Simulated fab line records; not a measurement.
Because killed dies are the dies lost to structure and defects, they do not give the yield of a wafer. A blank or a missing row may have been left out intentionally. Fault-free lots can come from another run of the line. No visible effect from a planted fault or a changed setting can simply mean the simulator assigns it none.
fab line records || flow sfqLine
record {"lots": 5, "wafers": 27}
route steps=325 shown M7@293 M8@320
startH: hours from the record's first day to the start of the lot's first wafer shown || waitH: hours from the lot's prior step to this one || " repeats the value in the row above || L1.1+2: one row covering several wafers at once || - either no value or no given start || * or withheld: withheld || < > ~ a bound
route shown NAME@n: names a module that has steps shown in the file, with the first one's number in the route || usual: average and standard deviation across the fault-free wafers || same: alike in all rows || chamber/n: place in a boat || sites: the reading at each site || _std_site: the values' standard deviation || _edge_site: mean of outer sites minus mean of inner sites || radiusMm: for every site, how far away it sits from the centre of the wafer || mask NAME#n: copy n || behind: the most recent tool/chamber to have shaped the wafer || hold: cause of the lot's hold/its duration in hours/its outcome || device: the transistor (n, p or np) that didn't switch || end of line: the tests these same wafers got at the end of their route || a step given without rows: its recipe and nothing more || killed: count of dies lost to structure and defects at first sort (not the wafer's yield) || map: dies across one wafer; x = killed, . = not, _ = none there
set.NAME: the setting that was run; set.NAME@STEP: the one run at that earlier step || model.NAME: the simulator's own value behind a step, which no gauge read
lots where settings were altered on purpose, with a table for each step and a row for each wafer
## steps
# step SFQ_TRILAYER_M7_ETCH_METAL_ETCH_180
# recipe {"target": "Nb", "stopOn": "SiO2", "maskMaterial": "PR", "chemistry": "Cl2/Ar", "targetDepthNm": 240, "icpW": 600, "biasW": 80, "pressureMtorr": 10, "timeS": 120}
# usual {"oesProductAu": "0.870/0.0078"}
{"lot.wafer": "L074.1", "tool": "rieMetal-04", "chamber": 0, "startH": 1553.17, "waitH": 0.0, "set.timeS": 120, "oesProductAu": 0.860, "model.M7.featureDepthNm": 189, "model.KrF_of_TRILAYER_M7_LITHO_COAT_177.thkNm": 380.2}
{"lot.wafer": "L074.2", "tool": "rieMetal-04", "chamber": 1, "startH": 1553.17, "waitH": 0.0, "set.timeS": 175.1, "oesProductAu": 0.836, "model.M7.featureDepthNm": 202.1, "model.KrF_of_TRILAYER_M7_LITHO_COAT_177.thkNm": 307.1}
{"lot.wafer": "L074.3", "tool": "rieMetal-04", "chamber": 1, "startH": 1553.17, "waitH": 0.0, "set.timeS": 175.1, "oesProductAu": 0.839, "model.M7.featureDepthNm": 200.9, "model.KrF_of_TRILAYER_M7_LITHO_COAT_177.thkNm": 308.3}
{"lot.wafer": "L074.4", "tool": "rieMetal-04", "chamber": 0, "startH": 1553.17, "waitH": 0.0, "set.timeS": 120, "oesProductAu": 0.866, "model.M7.featureDepthNm": 188.5, "model.KrF_of_TRILAYER_M7_LITHO_COAT_177.thkNm": 381.8}
{"lot.wafer": "L074.5", "tool": "rieMetal-04", "chamber": 0, "startH": 1553.17, "waitH": 0.0, "set.timeS": 175.1, "oesProductAu": 0.838, "model.M7.featureDepthNm": 199.3, "model.KrF_of_TRILAYER_M7_LITHO_COAT_177.thkNm": 319.1}
{"lot.wafer": "L074.6", "tool": "rieMetal-04", "chamber": 1, "startH": 1553.17, "waitH": 0.0, "set.timeS": 120, "oesProductAu": 0.877, "model.M7.featureDepthNm": 190.3, "model.KrF_of_TRILAYER_M7_LITHO_COAT_177.thkNm": 374.8}
{"lot.wafer": "L078.1", "tool": "rieMetal-02", "chamber": 1, "startH": 1584.17, "waitH": 0.0, "set.timeS": 120, "oesProductAu": 0.871, "model.M7.featureDepthNm": 191.8, "model.KrF_of_TRILAYER_M7_LITHO_COAT_177.thkNm": 380}
{"lot.wafer": "L078.2", "tool": "rieMetal-02", "chamber": 0, "startH": 1584.17, "waitH": 0.0, "set.timeS": 120, "oesProductAu": 0.871, "model.M7.featureDepthNm": 188.3, "model.KrF_of_TRILAYER_M7_LITHO_COAT_177.thkNm": 379.4}
{"lot.wafer": "L078.3", "tool": "rieMetal-02", "chamber": 1, "startH": 1584.17, "waitH": 0.0, "set.timeS": 120, "oesProductAu": 0.871, "model.M7.featureDepthNm": 191.5, "model.KrF_of_TRILAYER_M7_LITHO_COAT_177.thkNm": 382.2}
{"lot.wafer": "L078.4", "tool": "rieMetal-02", "chamber": 0, "startH": 1584.17, "waitH": 0.0, "set.timeS": 120, "oesProductAu": 0.858, "model.M7.featureDepthNm": 187.4, "model.KrF_of_TRILAYER_M7_LITHO_COAT_177.thkNm": 382.4}
{"lot.wafer": "L078.5", "tool": "rieMetal-02", "chamber": 1, "startH": 1584.17, "waitH": 0.0, "set.timeS": 120, "oesProductAu": 0.867, "model.M7.featureDepthNm": 189.5, "model.KrF_of_TRILAYER_M7_LITHO_COAT_177.thkNm": 379}
{"lot.wafer": "L078.6", "tool": "rieMetal-02", "chamber": 0, "startH": 1584.17, "waitH": 0.0, "set.timeS": 120, "oesProductAu": 0.881, "model.M7.featureDepthNm": 191.6, "model.KrF_of_TRILAYER_M7_LITHO_COAT_177.thkNm": 379.8}
{"lot.wafer": "L079.1", "tool": "rieMetal-03", "chamber": 0, "startH": 1591.37, "waitH": 0.0, "set.timeS": 120, "oesProductAu": 0.881, "model.M7.featureDepthNm": 192.3, "model.KrF_of_TRILAYER_M7_LITHO_COAT_177.thkNm": 386.9}
{"lot.wafer": "L079.2", "tool": "rieMetal-03", "chamber": 1, "startH": 1591.37, "waitH": 0.0, "set.timeS": 120, "oesProductAu": 0.873, "model.M7.featureDepthNm": 189.8, "model.KrF_of_TRILAYER_M7_LITHO_COAT_177.thkNm": 380.8}
{"lot.wafer": "L079.3", "tool": "rieMetal-03", "chamber": 1, "startH": 1591.37, "waitH": 0.0, "set.timeS": 120, "oesProductAu": 0.868, "model.M7.featureDepthNm": 190.7, "model.KrF_of_TRILAYER_M7_LITHO_COAT_177.thkNm": 380.9}
{"lot.wafer": "L079.4", "tool": "rieMetal-03", "chamber": 0, "startH": 1591.37, "waitH": 0.0, "set.timeS": 97.35, "oesProductAu": 0.980, "model.M7.featureDepthNm": 190, "model.KrF_of_TRILAYER_M7_LITHO_COAT_177.thkNm": 411}
{"lot.wafer": "L079.5", "tool": "rieMetal-03", "chamber": 0, "startH": 1591.37, "waitH": 0.0, "set.timeS": 97.35, "oesProductAu": 0.984, "model.M7.featureDepthNm": 190, "model.KrF_of_TRILAYER_M7_LITHO_COAT_177.thkNm": 411.7}
{"lot.wafer": "L079.6", "tool": "rieMetal-03", "chamber": 1, "startH": 1591.37, "waitH": 0.0, "set.timeS": 97.35, "oesProductAu": 0.982, "model.M7.featureDepthNm": 189.8, "model.KrF_of_TRILAYER_M7_LITHO_COAT_177.thkNm": 408.5}
{"lot.wafer": "L082.2", "tool": "rieMetal-04", "chamber": 0, "startH": 1625.65, "waitH": 0.0, "set.timeS": 120, "oesProductAu": 0.881, "model.M7.featureDepthNm": 191.9, "model.KrF_of_TRILAYER_M7_LITHO_COAT_177.thkNm": 380.2}
{"lot.wafer": "L082.3", "tool": "rieMetal-04", "chamber": 0, "startH": 1625.65, "waitH": 0.0, "set.timeS": 120, "oesProductAu": 0.871, "model.M7.featureDepthNm": 190.4, "model.KrF_of_TRILAYER_M7_LITHO_COAT_177.thkNm": 380.3}
{"lot.wafer": "L082.5", "tool": "rieMetal-04", "chamber": 1, "startH": 1625.65, "waitH": 0.0, "set.timeS": 120, "oesProductAu": 0.876, "model.M7.featureDepthNm": 189.1, "model.KrF_of_TRILAYER_M7_LITHO_COAT_177.thkNm": 375.3}
{"lot.wafer": "L085.1", "tool": "rieMetal-02", "chamber": 1, "startH": 1638.85, "waitH": 0.0, "set.timeS": 59.05, "oesProductAu": 1.003, "model.M7.featureDepthNm": 118.1, "model.KrF_of_TRILAYER_M7_LITHO_COAT_177.thkNm": 453.3}
{"lot.wafer": "L085.2", "tool": "rieMetal-02", "chamber": 0, "startH": 1638.85, "waitH": 0.0, "set.timeS": 120, "oesProductAu": 0.867, "model.M7.featureDepthNm": 191.4, "model.KrF_of_TRILAYER_M7_LITHO_COAT_177.thkNm": 379.9}
{"lot.wafer": "L085.3", "tool": "rieMetal-02", "chamber": 1, "startH": 1638.85, "waitH": 0.0, "set.timeS": 120, "oesProductAu": 0.857, "model.M7.featureDepthNm": 188.8, "model.KrF_of_TRILAYER_M7_LITHO_COAT_177.thkNm": 382.1}
{"lot.wafer": "L085.4", "tool": "rieMetal-02", "chamber": 0, "startH": 1638.85, "waitH": 0.0, "set.timeS": 59.05, "oesProductAu": 1.008, "model.M7.featureDepthNm": 119.5, "model.KrF_of_TRILAYER_M7_LITHO_COAT_177.thkNm": 451.2}
{"lot.wafer": "L085.5", "tool": "rieMetal-02", "chamber": 1, "startH": 1638.85, "waitH": 0.0, "set.timeS": 59.05, "oesProductAu": 0.999, "model.M7.featureDepthNm": 118.3, "model.KrF_of_TRILAYER_M7_LITHO_COAT_177.thkNm": 453.3}
{"lot.wafer": "L085.6", "tool": "rieMetal-02", "chamber": 0, "startH": 1638.85, "waitH": 0.0, "set.timeS": 120, "oesProductAu": 0.867, "model.M7.featureDepthNm": 190, "model.KrF_of_TRILAYER_M7_LITHO_COAT_177.thkNm": 384.6}
# step SFQ_TRILAYER_M8_DEP_EVAP_198
# recipe {"material": "Pt", "angularSpreadDeg": 1, "targetThkNm": 50, "timeS": 250, "powerW": 2000}
{"lot.wafer": "L074.1", "tool": "pvdSputter-02", "chamber": "-", "startH": 1678.10, "waitH": 0.0, "set.timeS": 250, "model.Pt_of_TRILAYER_M8_DEP_EVAP_198.thkNm": 49.4}
{"lot.wafer": "L074.2", "tool": "pvdSputter-02", "chamber": "-", "startH": 1678.10, "waitH": 0.0, "set.timeS": 250, "model.Pt_of_TRILAYER_M8_DEP_EVAP_198.thkNm": 50.25}
{"lot.wafer": "L074.3", "tool": "pvdSputter-02", "chamber": "-", "startH": 1678.10, "waitH": 0.0, "set.timeS": 250, "model.Pt_of_TRILAYER_M8_DEP_EVAP_198.thkNm": 50.48}
{"lot.wafer": "L074.4", "tool": "pvdSputter-02", "chamber": "-", "startH": 1678.10, "waitH": 0.0, "set.timeS": 250, "model.Pt_of_TRILAYER_M8_DEP_EVAP_198.thkNm": 49.87}
{"lot.wafer": "L074.5", "tool": "pvdSputter-02", "chamber": "-", "startH": 1678.10, "waitH": 0.0, "set.timeS": 250, "model.Pt_of_TRILAYER_M8_DEP_EVAP_198.thkNm": 50.46}
{"lot.wafer": "L074.6", "tool": "pvdSputter-02", "chamber": "-", "startH": 1678.10, "waitH": 0.0, "set.timeS": 250, "model.Pt_of_TRILAYER_M8_DEP_EVAP_198.thkNm": 49.88}
{"lot.wafer": "L078.1", "tool": "pvdSputter-02", "chamber": "-", "startH": 1710.08, "waitH": 0.0, "set.timeS": 250, "model.Pt_of_TRILAYER_M8_DEP_EVAP_198.thkNm": 49.99}
{"lot.wafer": "L078.2", "tool": "pvdSputter-02", "chamber": "-", "startH": 1710.08, "waitH": 0.0, "set.timeS": 387.2, "model.Pt_of_TRILAYER_M8_DEP_EVAP_198.thkNm": 78.15}
{"lot.wafer": "L078.3", "tool": "pvdSputter-02", "chamber": "-", "startH": 1710.08, "waitH": 0.0, "set.timeS": 387.2, "model.Pt_of_TRILAYER_M8_DEP_EVAP_198.thkNm": 77.81}
{"lot.wafer": "L078.4", "tool": "pvdSputter-02", "chamber": "-", "startH": 1710.08, "waitH": 0.0, "set.timeS": 387.2, "model.Pt_of_TRILAYER_M8_DEP_EVAP_198.thkNm": 77.87}
{"lot.wafer": "L078.5", "tool": "pvdSputter-02", "chamber": "-", "startH": 1710.08, "waitH": 0.0, "set.timeS": 250, "model.Pt_of_TRILAYER_M8_DEP_EVAP_198.thkNm": 50.16}
{"lot.wafer": "L078.6", "tool": "pvdSputter-02", "chamber": "-", "startH": 1710.08, "waitH": 0.0, "set.timeS": 250, "model.Pt_of_TRILAYER_M8_DEP_EVAP_198.thkNm": 50}
{"lot.wafer": "L079.1", "tool": "pvdSputter-01", "chamber": "-", "startH": 1717.28, "waitH": 0.0, "set.timeS": 250, "model.Pt_of_TRILAYER_M8_DEP_EVAP_198.thkNm": 49.67}
{"lot.wafer": "L079.2", "tool": "pvdSputter-01", "chamber": "-", "startH": 1717.28, "waitH": 0.0, "set.timeS": 199.8, "model.Pt_of_TRILAYER_M8_DEP_EVAP_198.thkNm": 40.26}
{"lot.wafer": "L079.3", "tool": "pvdSputter-01", "chamber": "-", "startH": 1717.28, "waitH": 0.0, "set.timeS": 199.8, "model.Pt_of_TRILAYER_M8_DEP_EVAP_198.thkNm": 39.92}
{"lot.wafer": "L079.4", "tool": "pvdSputter-01", "chamber": "-", "startH": 1717.28, "waitH": 0.0, "set.timeS": 250, "model.Pt_of_TRILAYER_M8_DEP_EVAP_198.thkNm": 49.76}
{"lot.wafer": "L079.5", "tool": "pvdSputter-01", "chamber": "-", "startH": 1717.28, "waitH": 0.0, "set.timeS": 199.8, "model.Pt_of_TRILAYER_M8_DEP_EVAP_198.thkNm": 39.96}
{"lot.wafer": "L079.6", "tool": "pvdSputter-01", "chamber": "-", "startH": 1717.28, "waitH": 0.0, "set.timeS": 250, "model.Pt_of_TRILAYER_M8_DEP_EVAP_198.thkNm": 49.59}
{"lot.wafer": "L082.2", "tool": "pvdSputter-02", "chamber": "-", "startH": 1746.31, "waitH": 0.0, "set.timeS": 250, "model.Pt_of_TRILAYER_M8_DEP_EVAP_198.thkNm": 49.75}
{"lot.wafer": "L082.3", "tool": "pvdSputter-02", "chamber": "-", "startH": 1746.31, "waitH": 0.0, "set.timeS": 250, "model.Pt_of_TRILAYER_M8_DEP_EVAP_198.thkNm": 49.83}
{"lot.wafer": "L082.5", "tool": "pvdSputter-02", "chamber": "-", "startH": 1746.31, "waitH": 0.0, "set.timeS": 250, "model.Pt_of_TRILAYER_M8_DEP_EVAP_198.thkNm": 49.65}
{"lot.wafer": "L085.1", "tool": "pvdSputter-01", "chamber": "-", "startH": 1755.91, "waitH": 0.0, "set.timeS": 322.1, "model.Pt_of_TRILAYER_M8_DEP_EVAP_198.thkNm": 64.28}
{"lot.wafer": "L085.2", "tool": "pvdSputter-01", "chamber": "-", "startH": 1755.91, "waitH": 0.0, "set.timeS": 250, "model.Pt_of_TRILAYER_M8_DEP_EVAP_198.thkNm": 50.08}
{"lot.wafer": "L085.3", "tool": "pvdSputter-01", "chamber": "-", "startH": 1755.91, "waitH": 0.0, "set.timeS": 322.1, "model.Pt_of_TRILAYER_M8_DEP_EVAP_198.thkNm": 64.65}
{"lot.wafer": "L085.4", "tool": "pvdSputter-01", "chamber": "-", "startH": 1755.91, "waitH": 0.0, "set.timeS": 250, "model.Pt_of_TRILAYER_M8_DEP_EVAP_198.thkNm": 50.54}
{"lot.wafer": "L085.5", "tool": "pvdSputter-01", "chamber": "-", "startH": 1755.91, "waitH": 0.0, "set.timeS": 250, "model.Pt_of_TRILAYER_M8_DEP_EVAP_198.thkNm": 50.19}
{"lot.wafer": "L085.6", "tool": "pvdSputter-01", "chamber": "-", "startH": 1755.91, "waitH": 0.0, "set.timeS": 322.1, "model.Pt_of_TRILAYER_M8_DEP_EVAP_198.thkNm": 64.85}
# step SFQ_TRILAYER_M8_DEP_EVAP_196
# recipe {"material": "Au", "angularSpreadDeg": 1, "targetThkNm": 180, "timeS": 876.6, "powerW": 2000}
# step SFQ_TRILAYER_M8_LIFTOFF_LIFTOFF_197
# recipe {"tempC": 80, "timeS": 600, "chemistry": "NMP"}
# step SFQ_M8_BOW_MEAS_951
# recipe {"mode": "bow"}
# usual {"M8_BOW": "5/11"}
{"lot.wafer": "L074.1", "tool": "filmMetro-03", "chamber": "-", "startH": 1679.13, "waitH": 0.0, "set.timeS@TRILAYER_M0_DEP_SPUTTER_019": 107.4, "set.timeS@TRILAYER_M3_DEP_SPUTTER_073": 70.1, "M8_BOW[um]": -7, "model.etest.m0.ohmUm": 2.223, "model.etest.m3.ohmUm": 3.547, "model.etest.i0.linkOhm": 2.208, "model.etest.i2.linkOhm": 2.995}
{"lot.wafer": "L074.2", "tool": "filmMetro-03", "chamber": "-", "startH": 1679.13, "waitH": 0.0, "set.timeS@TRILAYER_M0_DEP_SPUTTER_019": 133.3, "set.timeS@TRILAYER_M3_DEP_SPUTTER_073": 70.1, "M8_BOW[um]": 3, "model.etest.m0.ohmUm": 1.78, "model.etest.m3.ohmUm": 3.416, "model.etest.i0.linkOhm": 1.973, "model.etest.i2.linkOhm": 2.928}
{"lot.wafer": "L074.3", "tool": "filmMetro-03", "chamber": "-", "startH": 1679.13, "waitH": 0.0, "set.timeS@TRILAYER_M0_DEP_SPUTTER_019": 107.4, "set.timeS@TRILAYER_M3_DEP_SPUTTER_073": 133.3, "M8_BOW[um]": 8, "model.etest.m0.ohmUm": 2.236, "model.etest.m3.ohmUm": 1.81, "model.etest.i0.linkOhm": 2.195, "model.etest.i2.linkOhm": 1.949}
{"lot.wafer": "L074.4", "tool": "filmMetro-03", "chamber": "-", "startH": 1679.13, "waitH": 0.0, "set.timeS@TRILAYER_M0_DEP_SPUTTER_019": 133.3, "set.timeS@TRILAYER_M3_DEP_SPUTTER_073": 70.1, "M8_BOW[um]": 8, "model.etest.m0.ohmUm": 1.781, "model.etest.m3.ohmUm": 3.341, "model.etest.i0.linkOhm": 1.979, "model.etest.i2.linkOhm": 2.88}
{"lot.wafer": "L074.5", "tool": "filmMetro-03", "chamber": "-", "startH": 1679.13, "waitH": 0.0, "set.timeS@TRILAYER_M0_DEP_SPUTTER_019": 107.4, "set.timeS@TRILAYER_M3_DEP_SPUTTER_073": 133.3, "M8_BOW[um]": 3, "model.etest.m0.ohmUm": 2.208, "model.etest.m3.ohmUm": 1.795, "model.etest.i0.linkOhm": 2.198, "model.etest.i2.linkOhm": 1.939}
{"lot.wafer": "L074.6", "tool": "filmMetro-03", "chamber": "-", "startH": 1679.13, "waitH": 0.0, "set.timeS@TRILAYER_M0_DEP_SPUTTER_019": 133.3, "set.timeS@TRILAYER_M3_DEP_SPUTTER_073": 133.3, "M8_BOW[um]": 14, "model.etest.m0.ohmUm": 1.786, "model.etest.m3.ohmUm": 1.791, "model.etest.i0.linkOhm": 1.98, "model.etest.i2.linkOhm": 1.935}
{"lot.wafer": "L078.1", "tool": "filmMetro-01", "chamber": "-", "startH": 1711.11, "waitH": 0.0, "set.timeS@TRILAYER_M0_DEP_SPUTTER_019": 173.9, "set.timeS@TRILAYER_M3_DEP_SPUTTER_073": 133.3, "M8_BOW[um]": 3, "model.etest.m0.ohmUm": "-", "model.etest.m3.ohmUm": 1.794, "model.etest.i0.linkOhm": "-", "model.etest.i2.linkOhm": 1.944}
{"lot.wafer": "L078.2", "tool": "filmMetro-01", "chamber": "-", "startH": 1711.11, "waitH": 0.0, "set.timeS@TRILAYER_M0_DEP_SPUTTER_019": 173.9, "set.timeS@TRILAYER_M3_DEP_SPUTTER_073": 133.3, "M8_BOW[um]": -8, "model.etest.m0.ohmUm": "-", "model.etest.m3.ohmUm": 1.776, "model.etest.i0.linkOhm": "-", "model.etest.i2.linkOhm": 1.942}
{"lot.wafer": "L078.3", "tool": "filmMetro-01", "chamber": "-", "startH": 1711.11, "waitH": 0.0, "set.timeS@TRILAYER_M0_DEP_SPUTTER_019": 133.3, "set.timeS@TRILAYER_M3_DEP_SPUTTER_073": 133.3, "M8_BOW[um]": -8, "model.etest.m0.ohmUm": 1.786, "model.etest.m3.ohmUm": 1.781, "model.etest.i0.linkOhm": 1.973, "model.etest.i2.linkOhm": 1.945}
{"lot.wafer": "L078.4", "tool": "filmMetro-01", "chamber": "-", "startH": 1711.11, "waitH": 0.0, "set.timeS@TRILAYER_M0_DEP_SPUTTER_019": 133.3, "set.timeS@TRILAYER_M3_DEP_SPUTTER_073": 133.3, "M8_BOW[um]": -12, "model.etest.m0.ohmUm": 1.769, "model.etest.m3.ohmUm": 1.793, "model.etest.i0.linkOhm": 1.973, "model.etest.i2.linkOhm": 1.959}
{"lot.wafer": "L078.5", "tool": "filmMetro-01", "chamber": "-", "startH": 1711.11, "waitH": 0.0, "set.timeS@TRILAYER_M0_DEP_SPUTTER_019": 173.9, "set.timeS@TRILAYER_M3_DEP_SPUTTER_073": 133.3, "M8_BOW[um]": -6, "model.etest.m0.ohmUm": "-", "model.etest.m3.ohmUm": 1.788, "model.etest.i0.linkOhm": "-", "model.etest.i2.linkOhm": 1.945}
{"lot.wafer": "L078.6", "tool": "filmMetro-01", "chamber": "-", "startH": 1711.11, "waitH": 0.0, "set.timeS@TRILAYER_M0_DEP_SPUTTER_019": 133.3, "set.timeS@TRILAYER_M3_DEP_SPUTTER_073": 133.3, "M8_BOW[um]": -10, "model.etest.m0.ohmUm": 1.782, "model.etest.m3.ohmUm": 1.791, "model.etest.i0.linkOhm": 1.967, "model.etest.i2.linkOhm": 1.952}
{"lot.wafer": "L079.1", "tool": "filmMetro-03", "chamber": "-", "startH": 1718.31, "waitH": 0.0, "set.timeS@TRILAYER_M0_DEP_SPUTTER_019": 133.3, "set.timeS@TRILAYER_M3_DEP_SPUTTER_073": 154, "M8_BOW[um]": -4, "model.etest.m0.ohmUm": 1.778, "model.etest.m3.ohmUm": 1.524, "model.etest.i0.linkOhm": 1.968, "model.etest.i2.linkOhm": 1.788}
{"lot.wafer": "L079.2", "tool": "filmMetro-03", "chamber": "-", "startH": 1718.31, "waitH": 0.0, "set.timeS@TRILAYER_M0_DEP_SPUTTER_019": 207.1, "set.timeS@TRILAYER_M3_DEP_SPUTTER_073": 133.3, "M8_BOW[um]": -10, "model.etest.m0.ohmUm": "-", "model.etest.m3.ohmUm": 1.774, "model.etest.i0.linkOhm": "-", "model.etest.i2.linkOhm": 1.918}
{"lot.wafer": "L079.3", "tool": "filmMetro-03", "chamber": "-", "startH": 1718.31, "waitH": 0.0, "set.timeS@TRILAYER_M0_DEP_SPUTTER_019": 207.1, "set.timeS@TRILAYER_M3_DEP_SPUTTER_073": 154, "M8_BOW[um]": -7, "model.etest.m0.ohmUm": "-", "model.etest.m3.ohmUm": 1.522, "model.etest.i0.linkOhm": "-", "model.etest.i2.linkOhm": 1.79}
{"lot.wafer": "L079.4", "tool": "filmMetro-03", "chamber": "-", "startH": 1718.31, "waitH": 0.0, "set.timeS@TRILAYER_M0_DEP_SPUTTER_019": 133.3, "set.timeS@TRILAYER_M3_DEP_SPUTTER_073": 154, "M8_BOW[um]": 14, "model.etest.m0.ohmUm": 1.757, "model.etest.m3.ohmUm": 1.522, "model.etest.i0.linkOhm": 1.969, "model.etest.i2.linkOhm": 1.781}
{"lot.wafer": "L079.5", "tool": "filmMetro-03", "chamber": "-", "startH": 1718.31, "waitH": 0.0, "set.timeS@TRILAYER_M0_DEP_SPUTTER_019": 133.3, "set.timeS@TRILAYER_M3_DEP_SPUTTER_073": 133.3, "M8_BOW[um]": -5, "model.etest.m0.ohmUm": 1.777, "model.etest.m3.ohmUm": 1.766, "model.etest.i0.linkOhm": 1.973, "model.etest.i2.linkOhm": 1.942}
{"lot.wafer": "L079.6", "tool": "filmMetro-03", "chamber": "-", "startH": 1718.31, "waitH": 0.0, "set.timeS@TRILAYER_M0_DEP_SPUTTER_019": 207.1, "set.timeS@TRILAYER_M3_DEP_SPUTTER_073": 133.3, "M8_BOW[um]": 0, "model.etest.m0.ohmUm": "-", "model.etest.m3.ohmUm": 1.758, "model.etest.i0.linkOhm": "-", "model.etest.i2.linkOhm": 1.93}
{"lot.wafer": "L082.2", "tool": "filmMetro-01", "chamber": "-", "startH": 1747.36, "waitH": 0.0, "set.timeS@TRILAYER_M0_DEP_SPUTTER_019": 133.3, "set.timeS@TRILAYER_M3_DEP_SPUTTER_073": 133.3, "M8_BOW[um]": 5, "model.etest.m0.ohmUm": 1.79, "model.etest.m3.ohmUm": 1.77, "model.etest.i0.linkOhm": 1.988, "model.etest.i2.linkOhm": 1.942}
{"lot.wafer": "L082.3", "tool": "filmMetro-01", "chamber": "-", "startH": 1747.36, "waitH": 0.0, "set.timeS@TRILAYER_M0_DEP_SPUTTER_019": 133.3, "set.timeS@TRILAYER_M3_DEP_SPUTTER_073": 133.3, "M8_BOW[um]": 9, "model.etest.m0.ohmUm": 1.786, "model.etest.m3.ohmUm": 1.777, "model.etest.i0.linkOhm": 1.988, "model.etest.i2.linkOhm": 1.944}
{"lot.wafer": "L082.5", "tool": "filmMetro-01", "chamber": "-", "startH": 1747.36, "waitH": 0.0, "set.timeS@TRILAYER_M0_DEP_SPUTTER_019": 133.3, "set.timeS@TRILAYER_M3_DEP_SPUTTER_073": 133.3, "M8_BOW[um]": 7, "model.etest.m0.ohmUm": 1.798, "model.etest.m3.ohmUm": 1.766, "model.etest.i0.linkOhm": 1.992, "model.etest.i2.linkOhm": 1.96}
{"lot.wafer": "L085.1", "tool": "filmMetro-01", "chamber": "-", "startH": 1756.94, "waitH": 0.0, "set.timeS@TRILAYER_M0_DEP_SPUTTER_019": 62.49, "set.timeS@TRILAYER_M3_DEP_SPUTTER_073": 190.4, "M8_BOW[um]": 10, "model.etest.m0.ohmUm": 3.73, "model.etest.m3.ohmUm": "-", "model.etest.i0.linkOhm": 2.971, "model.etest.i2.linkOhm": "-"}
{"lot.wafer": "L085.2", "tool": "filmMetro-01", "chamber": "-", "startH": 1756.94, "waitH": 0.0, "set.timeS@TRILAYER_M0_DEP_SPUTTER_019": 133.3, "set.timeS@TRILAYER_M3_DEP_SPUTTER_073": 133.3, "M8_BOW[um]": 12, "model.etest.m0.ohmUm": 1.769, "model.etest.m3.ohmUm": 1.782, "model.etest.i0.linkOhm": 1.997, "model.etest.i2.linkOhm": 1.94}
{"lot.wafer": "L085.3", "tool": "filmMetro-01", "chamber": "-", "startH": 1756.94, "waitH": 0.0, "set.timeS@TRILAYER_M0_DEP_SPUTTER_019": 62.49, "set.timeS@TRILAYER_M3_DEP_SPUTTER_073": 190.4, "M8_BOW[um]": 6, "model.etest.m0.ohmUm": 3.645, "model.etest.m3.ohmUm": "-", "model.etest.i0.linkOhm": 2.914, "model.etest.i2.linkOhm": "-"}
{"lot.wafer": "L085.4", "tool": "filmMetro-01", "chamber": "-", "startH": 1756.94, "waitH": 0.0, "set.timeS@TRILAYER_M0_DEP_SPUTTER_019": 62.49, "set.timeS@TRILAYER_M3_DEP_SPUTTER_073": 133.3, "M8_BOW[um]": 2, "model.etest.m0.ohmUm": 3.651, "model.etest.m3.ohmUm": 1.789, "model.etest.i0.linkOhm": 2.916, "model.etest.i2.linkOhm": 1.942}
{"lot.wafer": "L085.5", "tool": "filmMetro-01", "chamber": "-", "startH": 1756.94, "waitH": 0.0, "set.timeS@TRILAYER_M0_DEP_SPUTTER_019": 133.3, "set.timeS@TRILAYER_M3_DEP_SPUTTER_073": 133.3, "M8_BOW[um]": 14, "model.etest.m0.ohmUm": 1.752, "model.etest.m3.ohmUm": 1.774, "model.etest.i0.linkOhm": 1.966, "model.etest.i2.linkOhm": 1.939}
{"lot.wafer": "L085.6", "tool": "filmMetro-01", "chamber": "-", "startH": 1756.94, "waitH": 0.0, "set.timeS@TRILAYER_M0_DEP_SPUTTER_019": 133.3, "set.timeS@TRILAYER_M3_DEP_SPUTTER_073": 190.4, "M8_BOW[um]": 8, "model.etest.m0.ohmUm": 1.788, "model.etest.m3.ohmUm": "-", "model.etest.i0.linkOhm": 1.983, "model.etest.i2.linkOhm": "-"}
## key
split {"step": "SFQ_TRILAYER_M7_ETCH_METAL_ETCH_180", "setting": "timeS", "stated": 120, "by": "wafer"}
response {"step": "SFQ_TRILAYER_M7_ETCH_METAL_ETCH_180", "reading": "oesProductAu", "shape": "bent", "atLowest": 1.003, "atStated": 0.870, "atHighest": 0.838}
response {"step": "SFQ_TRILAYER_M7_ETCH_METAL_ETCH_180", "reading": "model.M7.featureDepthNm", "shape": "bent", "atLowest": 118.6, "atStated": 190.1, "atHighest": 200.8}
response {"step": "SFQ_TRILAYER_M7_ETCH_METAL_ETCH_180", "reading": "model.KrF_of_TRILAYER_M7_LITHO_COAT_177.thkNm", "change": -1.43, "per": "1%", "r": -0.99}
split {"step": "SFQ_TRILAYER_M8_DEP_EVAP_198", "setting": "timeS", "stated": 250, "by": "wafer"}
response {"step": "SFQ_TRILAYER_M8_DEP_EVAP_198", "reading": "model.Pt_of_TRILAYER_M8_DEP_EVAP_198.thkNm", "change": "+0.503", "per": "1%", "r": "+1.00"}
split outsideThisFile step=SFQ_TRILAYER_M0_DEP_SPUTTER_019 setting=timeS
split outsideThisFile step=SFQ_TRILAYER_M3_DEP_SPUTTER_073 setting=timeS
# split outsideThisFile: this setting was split too, and the file shows its column; the key of that split is in another file
